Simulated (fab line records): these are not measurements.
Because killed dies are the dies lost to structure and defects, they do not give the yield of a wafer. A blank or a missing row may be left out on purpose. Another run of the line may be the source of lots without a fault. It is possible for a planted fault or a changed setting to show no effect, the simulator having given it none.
Which tool did it? | flow gf180mcu | 6 lots (17 wafers sampled), 1 step of a 602-step route

## WHAT EACH GAUGE READ, for each wafer
GF_VT_IMPLANT_OVL_MEAS_29.
lot  | measured     | on         | VT_IMPLANT_02_OVL (nm)
L487 | day 7 04:28  | overlay-02 | 0.9 -1.4 0.6
L490 | day 8 00:20  | overlay-02 | -1.5 -0.2 -1.9
L492 | day 8 10:31  | overlay-01 | 0.5 1.0 0.7
L494 | day 9 00:27  | overlay-02 | -0.5 0.9 -1.9
L501 | day 10 22:55 | overlay-01 | 0.5 0.9
L505 | day 12 00:33 | overlay-02 | 1.0 0.5 -1.4

## EACH LOT AND THE TOOL THAT RAN IT (in order: tool; ch and the chambers of the sampled wafers; start)
The record shows no process step preceding these readings.

## THE ANSWER, worked out from the rows above alone
Rule: the lots themselves supply what counts as usual. The widest of any qualifying gaps counts: lots, ordered by their means at a reading, are off when they make up no more than a third of the lots, leave a main group of 4 or more, and stand apart from it by 3 or more times the standard deviation of that group's means. A main group whose means are all the same, to the digits that the tables above print for the reading, isn't used. A lot without any number at a reading at which 4 lots or more have one is off too. All remaining lots with rows at the step are treated as sound.
Across all readings shown, no lot is off: no conclusion can be drawn from this.

## WHAT THE SIMULATOR HAD INSERTED
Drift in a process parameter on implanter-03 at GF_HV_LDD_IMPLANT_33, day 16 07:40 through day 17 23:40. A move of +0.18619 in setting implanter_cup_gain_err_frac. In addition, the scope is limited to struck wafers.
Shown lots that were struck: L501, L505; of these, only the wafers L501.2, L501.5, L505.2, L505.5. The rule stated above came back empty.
